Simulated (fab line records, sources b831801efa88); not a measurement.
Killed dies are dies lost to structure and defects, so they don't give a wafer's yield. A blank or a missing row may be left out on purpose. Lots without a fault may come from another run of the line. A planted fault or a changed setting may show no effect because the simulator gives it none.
A struck lot beside a sound one | flow sky130 | 43 steps out of a route of 708
Sound: wafers L484.1, L484.2, L484.5. Struck: wafer L495.4. (L495.3, L495.6 of the same lot were not struck and are left out.) The cause comes at the end.
At each step with rows: each side's tool, then ch and its chambers, then its first start. Under that, the readings that differ: sound wafers | struck wafers | difference of the means | sigmas: that difference in standard deviations of wafers without a fault.
alike: readings whose means differ by less than 2 such deviations, and words and numbers that are the same on both sides. not compared: withheld readings, readings that some wafer has no value for, bounds like >300 that may hide the same value, and numbers for which the record gives no deviation and whose values overlap.
The two part at a step that has a row with sigmas, a row that says differs or no value, or rows on one side only. Numbers that don't overlap but have no deviation are shown without sigmas and don't part them. A reading that every wafer of one side lacks parts them only if that side has two wafers or more.

first, 2 steps without rows for these wafers: SKY_CONTACT_ETCH_16 (etches BARC in N2/H2, stops on SiO2, time 45.9 s, target depth 60 nm); SKY_CONTACT_ETCH_17 (etches SiO2 in C4F8/O2/Ar, stops on Si3N4, target depth 340 nm).
SKY_CONTACT_ETCH_18: etches Si3N4 in CHF3/O2, stops on TiN, time 39 s, target depth 75 nm.
  sound on rie_diel-03 ch 1,2; struck on rie_diel-04 ch 0
  reading                | sound             | struck | difference | sigmas
  oes_product_au (a.u.)  | 0.846 0.851 0.847 | 0.870  | +0.022     | +3
  throttle_valve_pct (%) | 8.799 8.781 8.792 | 8.810  | +0.019     | +2
  alike: drypump_motor_current_A
  not compared: rf_hours_counter_h
then, 4 steps without rows for these wafers: SKY_CONTACT_STRIP_19 (strips in O2/N2); SKY_CONTACT_STRIP_20 (strips in post etch residue remover, time 1200 s); SKY_CONTACT_CLEAN_21 (cleans in IPA, time 180 s); SKY_CONTACT_CLEAN_22 (cleans in O3/DIW).
SKY_CONTACT_SPUTTER_23: material TiN, target thk 20 nm, time 77.13 s.
  sound on pvd_sputter-03, day 34 04:07; struck on pvd_sputter-02, day 38 02:40
  reading                | sound          | struck | difference | sigmas
  throttle_valve_pct (%) | 31.1 30.3 29.3 | 28.2   | -2.0       | -2
then, 1 step without rows for these wafers: SKY_CONTACT_CVD_24 (deposits W, target thk 340 nm, time 102.12 s).
SKY_CONTACT_RS_MEAS_25: measures by four-point-probe.
  sound on film_metro-03, day 34 04:17; struck on film_metro-04, day 38 02:52
  alike: CONTACT_W_RS
SKY_CONTACT_THK_MEAS_26: measures by xrf.
  sound on film_metro-03, day 34 04:24; struck on film_metro-04, day 38 02:58
  reading            | sound       | struck | difference | sigmas
  CONTACT_W_THK (nm) | 341 344 343 | 332    | -11        | -2
then, 1 step without rows for these wafers: SKY_CONTACT_CMP_27 (polishes, stops on SiO2, t overpolish 15 s, target thk 0 nm).
SKY_METAL1_SPUTTER_00: material Ti, target thk 15 nm, time 10 s.
  sound on pvd_sputter-01, day 34 04:46; struck on pvd_sputter-01, day 38 03:19
  alike: throttle_valve_pct
then, 1 step without rows for these wafers: SKY_METAL1_SPUTTER_01 (material TiN, target thk 20 nm, time 16.7 s).
SKY_METAL1_SPUTTER_02: material AlCu, target thk 250 nm, time 13.3 s.
  sound on pvd_sputter-01, day 34 04:49; struck on pvd_sputter-01, day 38 03:22
  alike: throttle_valve_pct
then, 2 steps without rows for these wafers: SKY_METAL1_SPUTTER_03 (material Ti, target thk 5 nm, time 3.3 s); SKY_METAL1_SPUTTER_04 (material TiN, target thk 70 nm, time 58.3 s).
SKY_METAL1_RS_MEAS_05: measures by four-point-probe.
  sound on film_metro-04, day 34 04:54; struck on film_metro-04, day 38 03:29
  alike: METAL1_ALCU_RS
SKY_METAL1_THK_MEAS_06: measures by xrf.
  sound on film_metro-04, day 34 05:01; struck on film_metro-04, day 38 03:35
  alike: METAL1_ALCU_THK
then, 8 steps without rows for these wafers: SKY_METAL1_DEHYDRATE_07 (time 60 s); SKY_METAL1_HMDS_08 (prime time 60 s); SKY_METAL1_COAT_09 (resist thk 60 nm); SKY_METAL1_COAT_10 (resist thk 450 nm); SKY_METAL1_SOFTBAKE_11 (time 90 s); SKY_METAL1_EXPOSE_12 (exposes mask MM1, target cd 140 nm); SKY_METAL1_PEB_13; SKY_METAL1_DEVELOP_14 (develop time 60 s).
SKY_METAL1_CD_MEAS_15: target cd 140 nm.
  sound on cd_sem-01, day 35 06:43; struck on cd_sem-02, day 39 04:08
  alike: cd_nm
SKY_METAL1_OVL_MEAS_16:
  sound on overlay-01, day 35 06:50; struck on overlay-02, day 39 04:13
  reading         | sound   | struck | difference | sigmas
  METAL1_OVL (nm) | 0 -1 13 | -11    | -15        | -3
SKY_METAL1_DESCUM_17: chemistry O2, time 8 s.
  sound on rie_metal-04 ch 0,1, day 35 06:53; struck on rie_metal-04 ch 1, day 39 04:16
  alike: drypump_motor_current_A, oes_product_au
  not compared: rf_hours_counter_h
SKY_METAL1_ETCH_18: etches BARC in N2/H2, stops on SiO2, time 45.9 s, target depth 60 nm.
  sound on rie_metal-04 ch 0,1, day 35 06:55; struck on rie_metal-04 ch 1, day 39 04:18
  alike: drypump_motor_current_A, oes_product_au, throttle_valve_pct
  not compared: rf_hours_counter_h
then, 6 steps without rows for these wafers: SKY_METAL1_METAL_ETCH_19 (etches the open film in Cl2/BCl3, stops on SiO2, target depth 360 nm, time 78 s); SKY_METAL1_STRIP_20 (strips in O2/N2); SKY_METAL1_STRIP_21 (strips in post etch residue remover, time 1200 s); SKY_METAL1_CLEAN_22 (cleans in IPA, time 180 s); SKY_METAL1_CLEAN_23 (cleans in O3/DIW); SKY_VIA1_HDPCVD_00 (deposits SiO2, target thk 1030 nm, time 171.7 s).
SKY_VIA1_THK_MEAS_01:
  sound on film_metro-02, day 35 07:59; struck on film_metro-01, day 39 05:10
  reading              | sound          | struck | difference | sigmas
  VIA1_HDPCVD_THK (nm) | 1020 1012 1026 | 1043   | +24        | +2
then, 1 step without rows for these wafers: SKY_VIA1_CMP_02 (polishes SiO2).
SKY_VIA1_BOW_MEAS_03:
  sound on film_metro-02, day 35 08:20; struck on film_metro-03, day 39 05:32
  alike: VIA1_BOW
then, 2 steps without rows for these wafers: SKY_VIA1_DEHYDRATE_04 (time 60 s); SKY_VIA1_HMDS_05 (prime time 60 s).
-- the record jumps here: 11 days lie between the struck wafers' starts before and after (it left off in module VIA1 and takes up again in module PAD_OPEN, whose first step shown is number 708 of the route) --
SKY_PAD_OPEN_PROBE_99:
  sound on prober-01, day 47 13:38; struck on prober-02, day 50 08:44
  reading                               | sound               | struck | difference | sigmas
  defect_limited_yield (%)              | 82.3 80.1 83.7      | 73.4   | -8.6       | -5
  killed_at_M0_to_M3                    | 42 49 35            | 100    | +58        | +8
  killed_at_contacts                    | 26 30 27            | 14     | -14        | -3
  killed_dies                           | 87 98 80            | 131    | +43        | +5
  killed_open                           | 48 53 45            | 32     | -17        | -3
  sort_bin_3_pad_short (%)              | 0.6 0.6 0.8         | 5.5    | +4.8       | +11
  sort_bin_5_function (%)               | 9.8 11.4 8.9        | 14.2   | +4.2       | +3
  sort_n_pass                           | 405 394 412         | 361    | -43        | -5
  sort_yield_pct (%)                    | 82.3 80.1 83.7      | 73.4   | -8.6       | -5
  model.etest.tester.sort_n_pass        | 405 394 412         | 361    | -43        |
  model.etest.tester.sort_yield_pct (%) | 82.32 80.08 83.74   | 73.37  | -8.68      |
  model.etest.tester.sort_bin_5_pct (%) | 9.756 11.38 8.943   | 14.23  | +4.20      |
  model.etest.tester.sort_bin_3_pct (%) | 0.6098 0.6098 0.813 | 5.488  | +4.810     |
  alike: killed_at_M4_up, killed_at_front_end, killed_at_other, killed_short, sort_bin_6_memory

WHERE THEY PART
First at SKY_CONTACT_ETCH_18; last, within this record, at SKY_PAD_OPEN_PROBE_99.

WHY: what the simulator had put in
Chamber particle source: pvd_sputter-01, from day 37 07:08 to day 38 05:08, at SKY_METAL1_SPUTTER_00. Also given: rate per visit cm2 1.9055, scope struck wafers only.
